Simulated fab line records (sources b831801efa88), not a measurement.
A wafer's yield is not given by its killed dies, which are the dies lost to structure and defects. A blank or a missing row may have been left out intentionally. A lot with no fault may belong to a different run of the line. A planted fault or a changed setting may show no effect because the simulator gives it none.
The tool behind it: which one?	flow sky130	at 1 step of a route of 708, 6 lots with 18 wafers sampled

## WHAT THE GAUGES SHOWED, per wafer
SKY_FIELD_ISO_THK_MEAS_04.
lot	measured	on	FIELD_ISO_CVD_03_THK (nm)
L366	day 1 19:48	filmMetro-03	166.7 167.0 165.6
L369	day 2 11:05	filmMetro-03	168.0 167.9 166.8
L373	day 3 08:25	filmMetro-01	164.9 165.0 164.4
L375	day 3 15:29	filmMetro-04	165.2 164.9 165.0
L381	day 4 21:54	filmMetro-04	166.0 165.4 165.7
L386	day 6 00:01	filmMetro-01	166.7 165.9 164.9

## EACH LOT AND THE TOOL THAT RAN IT (in order: tool; ch and the chambers of the sampled wafers; start)
Before these readings, the record contains no process step.

## THE ANSWER, worked out from the rows above alone
Rule: the lots themselves supply what counts as usual. Put in order of their means at a reading, lots are off if they are a third of the lots or fewer, leave a main group of 4 or more, and stand apart from it by a gap of 3 or more times the standard deviation of the main group's means; of several such gaps the widest counts. If all means in a main group match to the digits the tables above print for the reading, that group is not used. A lot without any number at a reading at which 4 lots or more have one is off too. Any other lot the step has rows for is counted as sound.
No lot is off on any of the readings shown, so nothing can be concluded from this.

## WHAT HAD BEEN PUT IN BY THE SIMULATOR
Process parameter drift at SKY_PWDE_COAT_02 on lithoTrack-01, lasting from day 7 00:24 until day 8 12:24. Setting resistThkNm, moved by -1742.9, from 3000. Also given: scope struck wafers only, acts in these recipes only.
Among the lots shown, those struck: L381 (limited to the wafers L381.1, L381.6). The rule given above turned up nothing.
